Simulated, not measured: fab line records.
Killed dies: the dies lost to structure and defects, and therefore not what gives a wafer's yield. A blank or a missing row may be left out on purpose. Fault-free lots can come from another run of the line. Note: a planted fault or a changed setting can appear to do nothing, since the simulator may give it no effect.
What tool caused it? | flow sky130 | 30 wafers from 10 lots sampled at 6 of the route's 708 steps

WHAT THE GAUGES READ, wafer by wafer
SKY_METAL5_RS_MEAS_05: the measuring method here is four-point-probe. Usual: for METAL5_ALCU_RS the level is 0.02724 ohm/sq and the standard deviation is 0.00026.
lot  | measured     | on           | METAL5_ALCU_RS (ohm/sq)                         | flag
L506 | day 42 15:23 | filmMetro-03 | 0.02724 0.02716 0.02763                         | 
L507 | day 43 01:05 | filmMetro-03 | 0.02761 0.0276 0.02765                          | 
L514 | day 45 08:17 | filmMetro-01 | 0.02706 0.02703 0.02683                         | 
L515 | day 45 10:04 | filmMetro-01 | 0.02731 0.02757 0.02739                         | 
L516 | day 45 21:41 | filmMetro-01 | 0.02724 0.02721 0.02722                         | 
L517 | day 46 05:41 | filmMetro-01 | 0.02699 0.02711 0.02705                         | 
L518 | day 46 10:16 | filmMetro-01 | 0.02706 0.02722 0.02746                         | 
L520 | day 46 17:35 | filmMetro-01 | 0.02745 0.02725 0.02783                         | 
L525 | day 48 01:17 | filmMetro-03 | 0.02738 0.02734 0.02769 0.02739 0.02732 0.02771 | 
L529 | day 48 19:10 | filmMetro-01 | 0.02685 0.02682 0.0266                          | 

SKY_METAL5_THK_MEAS_06: measures by xrf. Usual: for METAL5_ALCU_THK the level is 1143 nm and the standard deviation is 12.
lot  | measured     | on           | METAL5_ALCU_THK (nm)          | flag
L506 | day 42 15:31 | filmMetro-03 | 1134 1135 1123                | 
L507 | day 43 01:12 | filmMetro-03 | 1124 1121 1120                | 
L514 | day 45 08:23 | filmMetro-01 | 1151 1152 1164                | 
L515 | day 45 10:10 | filmMetro-01 | 1138 1131 1140                | 
L516 | day 45 21:47 | filmMetro-01 | 1143 1145 1137                | 
L517 | day 46 05:49 | filmMetro-01 | 1159 1155 1150                | 
L518 | day 46 10:23 | filmMetro-01 | 1151 1146 1134                | 
L520 | day 46 17:41 | filmMetro-01 | 1142 1149 1126                | 
L525 | day 48 04:48 | filmMetro-03 | 1138 1228 1130 1140 1224 1136 | 
L529 | day 48 19:17 | filmMetro-01 | 1161 1158 1168                | 

SKY_PASSIVATION_THK_MEAS_03. Usual: for PASSIVATION_CVD_02_THK the level is 538 nm and the standard deviation is 8.
lot  | measured     | on           | PASSIVATION_CVD_02_THK (nm) | flag
L506 | day 43 15:53 | filmMetro-02 | 531 548 540                 | 
L507 | day 44 01:28 | filmMetro-02 | 547 525 553                 | 
L514 | day 46 06:29 | filmMetro-04 | 530 549 539                 | 
L515 | day 46 07:41 | filmMetro-04 | 545 540 543                 | 
L516 | day 46 19:17 | filmMetro-02 | 534 537 541                 | 
L517 | day 47 02:17 | filmMetro-03 | 536 547 544                 | 
L518 | day 47 07:45 | filmMetro-04 | 543 550 546                 | 
L520 | day 47 14:30 | filmMetro-02 | 538 527 539                 | 
L525 | day 48 20:58 | filmMetro-04 | 540 550 553                 | 
L529 | day 49 13:19 | filmMetro-04 | 529 535 536                 | 

WHAT TOOL EACH LOT RAN ON (gives the tool, then ch and the chambers of the sampled wafers, and finally the start)
lot  | SKY_LDD_LDN_STRIP_12                | SKY_METAL3_METAL_ETCH_18         | SKY_METAL5_SPUTTER_04
L506 | plasmaAsher-04 ch 0,1, day 22 15:25 | rieMetal-03 ch 0,1, day 38 08:23 | pvdSputter-01, day 42 15:20
L507 | plasmaAsher-04 ch 0,1, day 23 04:39 | rieMetal-04 ch 0,1, day 38 18:32 | pvdSputter-02, day 43 01:02
L514 | plasmaAsher-01 ch 0,1, day 26 01:40 | rieMetal-04 ch 0,1, day 41 05:00 | pvdSputter-01, day 45 08:13
L515 | plasmaAsher-01 ch 0,1, day 26 07:57 | rieMetal-04 ch 0,1, day 41 06:59 | pvdSputter-01, day 45 09:59
L516 | plasmaAsher-03 ch 0,1, day 26 23:27 | rieMetal-04 ch 0,1, day 41 22:09 | pvdSputter-02, day 45 21:37
L517 | plasmaAsher-01 ch 0,1, day 27 04:27 | rieMetal-04 ch 0,1, day 42 05:06 | pvdSputter-01, day 46 05:38
L518 | plasmaAsher-01 ch 0,1, day 27 07:53 | rieMetal-04 ch 0,1, day 42 06:55 | pvdSputter-02, day 46 10:13
L520 | plasmaAsher-04 ch 0,1, day 28 02:35 | rieMetal-01 ch 0,1, day 42 20:17 | pvdSputter-01, day 46 17:31
L525 | plasmaAsher-03 ch 0,1, day 29 20:11 | rieMetal-04 ch 0,1, day 44 07:32 | pvdSputter-01, day 48 01:13
L529 | plasmaAsher-01 ch 0,1, day 31 00:27 | rieMetal-03 ch 0,1, day 45 05:37 | pvdSputter-03, day 48 19:07
- SKY_LDD_LDN_STRIP_12: strips in O2/N2.
- SKY_METAL3_METAL_ETCH_18: etches the open film in Cl2/BCl3, stops on SiO2, target depth 845 nm, time 183.1 s.
- SKY_METAL5_SPUTTER_04: material TiN, target thk 70 nm, time 58.3 s.

AS READ BY THE TOOLS THEMSELVES (means over the sampled wafers that have a number; for cases with no such wafer, the mark the record gives instead)
SKY_LDD_LDN_STRIP_12. Usual: chamberPressureMTorr 1500.3 mTorr, standard deviation 1.3; drypumpMotorCurrentA 5.4 A, standard deviation 0.57; oesProductAu 0.716 a.u., standard deviation 0.0045; stripTimeToEndpointS 14.18 s, standard deviation 0.034.
lot  | tool           | chamberPressureMTorr (mTorr) | drypumpMotorCurrentA (A) | oesProductAu (a.u.) | stripTimeToEndpointS (s) | flag
L506 | plasmaAsher-04 | 1501.0                       | 5.7                      | 0.716               | 14.23                    | 
L507 | plasmaAsher-04 | 1500.5                       | 5.9                      | 0.709               | 14.21                    | 
L514 | plasmaAsher-01 | 1500.9                       | 4.9                      | 0.723               | 14.19                    | 
L515 | plasmaAsher-01 | 1501.3                       | 4.9                      | 0.716               | 14.20                    | 
L516 | plasmaAsher-03 | 1499.8                       | 5.7                      | 0.714               | 14.18                    | 
L517 | plasmaAsher-01 | 1500.3                       | 4.9                      | 0.714               | 14.19                    | 
L518 | plasmaAsher-01 | 1500.1                       | 4.9                      | 0.715               | 14.19                    | 
L520 | plasmaAsher-04 | 1500.7                       | 5.7                      | 0.710               | 14.17                    | 
L525 | plasmaAsher-03 | 1502.1                       | 6.1                      | 0.716               | 14.17                    | 
L529 | plasmaAsher-01 | 1498.7                       | 4.9                      | 0.714               | 14.20                    | 

SKY_METAL3_METAL_ETCH_18. Usual: chamberPressureMTorr 9.999 mTorr, standard deviation 0.009; drypumpMotorCurrentA 5.7 A, standard deviation 0.34; heBacksideLeakSccm 3.51 sccm, standard deviation 0.2; oesProductAu 0.865 a.u., standard deviation 0.007; throttleValvePct 22.265 %, standard deviation 0.0093.
lot  | tool        | chamberPressureMTorr (mTorr) | drypumpMotorCurrentA (A) | heBacksideLeakSccm (sccm) | oesProductAu (a.u.) | throttleValvePct (%) | flag
L506 | rieMetal-03 | 9.995                        | 6.2                      | 3.42                      | 0.875               | 22.266               | 
L507 | rieMetal-04 | 10.006                       | 5.7                      | 3.68                      | 0.869               | 22.267               | 
L514 | rieMetal-04 | 10.007                       | 5.7                      | 3.59                      | 0.868               | 22.256               | 
L515 | rieMetal-04 | 10.002                       | 5.7                      | 3.63                      | 0.868               | 22.265               | 
L516 | rieMetal-04 | 9.996                        | 5.7                      | 3.65                      | 0.863               | 22.270               | 
L517 | rieMetal-04 | 10.000                       | 5.7                      | 3.62                      | 0.859               | 22.254               | 
L518 | rieMetal-04 | 10.003                       | 5.7                      | 3.60                      | 0.867               | 22.264               | 
L520 | rieMetal-01 | 9.998                        | 5.2                      | 3.19                      | 0.878               | 22.258               | 
L525 | rieMetal-04 | 10.002                       | 5.7                      | 3.58                      | 0.865               | 22.268               | 
L529 | rieMetal-03 | 10.001                       | 6.2                      | 3.41                      | 0.867               | 22.265               | 

SKY_METAL5_SPUTTER_04. Usual: throttleValvePct at 30.2 %, with a standard deviation of 0.58.
lot  | tool          | throttleValvePct (%) | flag
L506 | pvdSputter-01 | 30.0                 | 
L507 | pvdSputter-02 | 30.2                 | 
L514 | pvdSputter-01 | 30.0                 | 
L515 | pvdSputter-01 | 31.0                 | 
L516 | pvdSputter-02 | 30.4                 | 
L517 | pvdSputter-01 | 29.8                 | 
L518 | pvdSputter-02 | 30.5                 | 
L520 | pvdSputter-01 | 30.6                 | 
L525 | pvdSputter-01 | 31.0                 | 
L529 | pvdSputter-03 | 29.8                 | 

THE ANSWER, worked out from the rows above alone
Rule: take the mean of a lot's wafers that have a number; if it is more than 3 standard deviations from the usual mean, the lot is off. Also off: a lot with no number at a reading for which 4 or more lots have one. The other lots that the step has rows for count as sound. First the gauges in route order, then the tools' own readings, where a lot's mean is used as printed above. At the first step where some lot is off, the reading lying furthest off is the one used; lots without a number count as furthest.
Across all readings shown, no lot is off: no conclusion can be drawn from this.

WHAT THE SIMULATOR HAD INSERTED
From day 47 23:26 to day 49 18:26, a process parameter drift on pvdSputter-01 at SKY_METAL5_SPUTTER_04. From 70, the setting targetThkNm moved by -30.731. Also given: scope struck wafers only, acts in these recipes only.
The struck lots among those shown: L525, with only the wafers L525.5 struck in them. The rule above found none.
